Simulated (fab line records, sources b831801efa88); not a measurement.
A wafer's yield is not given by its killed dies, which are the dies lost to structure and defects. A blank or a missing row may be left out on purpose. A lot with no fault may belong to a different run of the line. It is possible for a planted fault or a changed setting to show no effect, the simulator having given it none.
Which of the tools did it?	flow gf180mcu	24 lots with 72 wafers sampled at 3 steps, on a route of 602 steps

## WHAT EACH GAUGE READ, for each wafer
GF_V1_RS_MEAS_24: measurement is done with a four-point probe. Usual: V1_W_RS typically reads 0.3285 ohm/sq, with standard deviation 0.0029.
lot	measured	on	V1_W_RS (ohm/sq)	flag
L074	day 18 05:07	film-metro-02	0.3343 0.3279 0.3346	
L075	day 18 19:02	film-metro-02	0.3265 0.3283 0.3291	
L076	day 19 08:38	film-metro-02	0.3266 0.3286 0.3271	
L077	day 19 11:28	film-metro-02	0.3303 0.3327 0.3305	
L078	day 19 15:16	film-metro-04	0.3318 0.3300 0.3243	
L079	day 20 02:33	film-metro-01	0.3335 0.3275 0.3298	
L080	day 20 14:49	film-metro-04	0.3234 0.3244 0.3258	
L081	day 20 22:10	film-metro-04	0.3256 0.3250 0.3248	
L082	day 21 06:19	film-metro-02	0.3273 0.3276 0.3320	
L083	day 21 17:43	film-metro-01	0.3288 0.3280 0.3229	
L084	day 22 05:37	film-metro-01	0.3296 0.3256 0.3279	
L085	day 22 12:27	film-metro-01	0.3264 0.3300 0.3296	
L086	day 22 22:40	film-metro-04	0.3219 0.3276 0.3275	
L087	day 23 01:38	film-metro-02	0.3279 0.3277 0.3278	
L088	day 23 10:08	film-metro-04	0.3288 0.3310 0.3232	
L089	day 23 15:24	film-metro-04	0.3296 0.3272 0.3272	
L090	day 24 03:21	film-metro-02	0.3288 0.3305 0.3264	
L091	day 24 08:46	film-metro-02	0.3286 0.3278 0.3313	
L092	day 24 14:55	film-metro-01	0.3324 0.3312 0.3255	
L093	day 24 23:43	film-metro-02	0.3305 0.3269 0.3305	
L094	day 25 09:20	film-metro-04	0.3343 0.3295 0.3301	
L095	day 25 17:24	film-metro-04	0.3273 0.3346 0.3251	
L096	day 26 00:31	film-metro-01	0.3241 0.3308 0.3310	
L097	day 26 00:49	film-metro-02	0.3289 0.3286 0.3267	

GF_V3_THK_MEAS_01. Usual: V3_CVD_00_THK typically reads 597 nm, with standard deviation 5.6.
lot	measured	on	V3_CVD_00_THK (nm)	flag
L074	day 21 12:19	film-metro-02	609 603 601	
L075	day 22 00:17	film-metro-01	599 595 598	
L076	day 22 11:48	film-metro-02	600 595 605	
L077	day 22 16:14	film-metro-02	581 588 584	
L078	day 22 19:07	film-metro-01	604 597 601	
L079	day 23 04:56	film-metro-01	602 600 596	
L080	day 23 16:59	film-metro-01	589 602 604	
L081	day 23 23:36	film-metro-04	594 587 599	
L082	day 24 07:39	film-metro-04	592 598 595	
L083	day 24 18:49	film-metro-04	596 599 593	
L084	day 25 05:38	film-metro-01	602 602 599	
L085	day 25 11:26	film-metro-02	603 603 605	
L086	day 25 21:25	film-metro-01	596 599 601	
L087	day 26 00:23	film-metro-01	594 598 596	
L088	day 26 07:28	film-metro-02	598 597 598	
L089	day 26 12:46	film-metro-01	604 601 601	
L090	day 26 22:38	film-metro-01	588 600 594	
L091	day 27 04:47	film-metro-01	591 596 595	
L092	day 27 08:37	film-metro-01	595 586 594	
L093	day 27 18:56	film-metro-02	604 594 586	
L094	day 28 03:53	film-metro-02	604 596 599	
L095	day 28 11:25	film-metro-04	598 600 589	
L096	day 28 17:32	film-metro-01	602 606 597	
L097	day 28 18:56	film-metro-01	595 600 599	

## TOOL THAT RAN EACH LOT (tool first, then ch and the chambers of the sampled wafers, then the start)
lot	GF_V1_STRIP_18
L074	plasma-asher-04 ch 0,1, day 18 04:19
L075	plasma-asher-01 ch 0,1, day 18 18:14
L076	plasma-asher-04 ch 0,1, day 19 07:52
L077	plasma-asher-02 ch 0,1, day 19 10:44
L078	plasma-asher-02 ch 0,1, day 19 14:30
L079	plasma-asher-04 ch 0,1, day 20 01:47
L080	plasma-asher-01 ch 0,1, day 20 14:01
L081	plasma-asher-04 ch 0,1, day 20 21:23
L082	plasma-asher-02 ch 0,1, day 21 05:33
L083	plasma-asher-01 ch 0,1, day 21 16:59
L084	plasma-asher-01 ch 0,1, day 22 04:50
L085	plasma-asher-01 ch 0,1, day 22 11:38
L086	plasma-asher-04 ch 0,1, day 22 21:53
L087	plasma-asher-02 ch 0,1, day 23 00:53
L088	plasma-asher-02 ch 0,1, day 23 09:22
L089	plasma-asher-01 ch 0,1, day 23 14:39
L090	plasma-asher-04 ch 0,1, day 24 02:35
L091	plasma-asher-04 ch 0,1, day 24 08:02
L092	plasma-asher-02 ch 0,1, day 24 14:09
L093	plasma-asher-02 ch 0,1, day 24 22:52
L094	plasma-asher-04 ch 0,1, day 25 08:35
L095	plasma-asher-04 ch 0,1, day 25 16:36
L096	plasma-asher-04 ch 0,1, day 25 23:46
L097	plasma-asher-04 ch 0,1, day 26 00:02
- GF_V1_STRIP_18: strips in O2/N2.

## WHAT THE TOOLS THEMSELVES READ (means of the sampled wafers that have a number; where no wafer has one, the mark that the record gives instead)
GF_V1_STRIP_18. Usual: drypump-motor-current-A 5.7 A, standard deviation 0.41; heater-power-w 334 W, standard deviation 29; oes-product-au 0.593 a.u., standard deviation 0.005.
lot	tool	drypump-motor-current-A (A)	heater-power-w (W)	oes-product-au (a.u.)	flag
L074	plasma-asher-04	5.5	334	0.595	
L075	plasma-asher-01	5.5	315	0.593	
L076	plasma-asher-04	5.4	348	0.592	
L077	plasma-asher-02	6.0	324	0.593	
L078	plasma-asher-02	5.9	323	0.597	
L079	plasma-asher-04	5.4	345	0.591	
L080	plasma-asher-01	6.0	345	0.591	
L081	plasma-asher-04	5.5	335	0.588	
L082	plasma-asher-02	6.0	318	0.589	
L083	plasma-asher-01	5.5	312	0.587	
L084	plasma-asher-01	5.5	311	0.598	
L085	plasma-asher-01	5.5	314	0.593	
L086	plasma-asher-04	5.4	351	0.597	
L087	plasma-asher-02	6.0	322	0.589	
L088	plasma-asher-02	6.0	326	0.599	
L089	plasma-asher-01	5.5	313	0.593	
L090	plasma-asher-04	5.4	352	0.593	
L091	plasma-asher-04	5.4	343	0.594	
L092	plasma-asher-02	6.0	328	0.597	
L093	plasma-asher-02	6.0	332	0.587	
L094	plasma-asher-04	5.5	335	0.597	
L095	plasma-asher-04	5.4	340	0.593	
L096	plasma-asher-04	5.4	343	0.595	
L097	plasma-asher-04	5.4	344	0.589	

## THE ANSWER, worked out from the rows above alone
Rule: a lot is off if the mean of its wafers that have a number lies more than 3 standard deviations from the usual mean. A lot without any number at a reading at which 4 lots or more have one is off too. Where the step has rows for the other lots, those lots are counted as sound. Order of review: gauges by route order, followed by the tools' own readings, for which a lot's mean as printed above is used. The first step at which some lot is off is used, and at that step the reading that is off furthest; a lot without a number counts as furthest.
None of the lots is off at any reading shown; this tells nothing.

## WHAT WAS PUT IN BY THE SIMULATOR
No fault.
